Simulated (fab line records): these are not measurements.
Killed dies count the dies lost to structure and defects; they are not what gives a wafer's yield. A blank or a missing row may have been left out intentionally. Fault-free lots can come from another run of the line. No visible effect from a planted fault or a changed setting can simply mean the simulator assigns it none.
Chamber matching + flow gf180mcu + 4 sister chambers for GF_V4_CMP_04 on cmp-02
The step polishes SiO2. 4 wafers are shown with their chamber, then 7 later ones without.

== WAFERS WITH THEIR CHAMBER ==
| wafer  | chamber | motor_current_A (A) |
|--------|---------|---------------------|
| L305.6 | 3       | 11.1                |
| L306.1 | 0       | 11.2                |
| L309.1 | 1       | 12.5                |
| L309.2 | 2       | 10.0                |

== WAFERS WHOSE CHAMBER IS MISSING ==
| wafer  | motor_current_A (A) |
|--------|---------------------|
| L309.3 | 10.6                |
| L314.3 | 11.8                |
| L314.5 | 9.4                 |
| L314.6 | 13.2                |
| L323.4 | 13.3                |
| L323.5 | 9.8                 |
| L323.6 | 12.3                |

== WHICH CHAMBER EACH WENT THROUGH ==
| wafer  | from the rows above          | in truth |
|--------|------------------------------|----------|
| L309.3 | can't be placed: 3 or 0 or 2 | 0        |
| L314.3 | can't be placed: 0 or 1 or 3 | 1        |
| L314.5 | can't be placed: 2 or 3      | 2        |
| L314.6 | 1                            | 1        |
| L323.4 | 1                            | 1        |
| L323.5 | can't be placed: 2 or 3      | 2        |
| L323.6 | can't be placed: 1 or 0 or 3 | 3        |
2 of 7 placed correctly. Cannot be placed on the basis of these rows: 5; the candidates contain the true chamber in 5. Number placed wrongly: 0.
How it was worked out, from the rows above alone: a wafer's distance from a chamber is the root of the sum, over the readings, of the square of ((its reading less the chamber's mean) divided by the reading's scatter). If the next closest chamber is less than 2 further off than the closest, the wafer can't be placed; otherwise it belongs to the closest. A chamber's mean is the mean of its shown wafers. The scatter: root of mean squared gap, hidden wafer to nearest shown wafer, with one shown wafer a chamber.
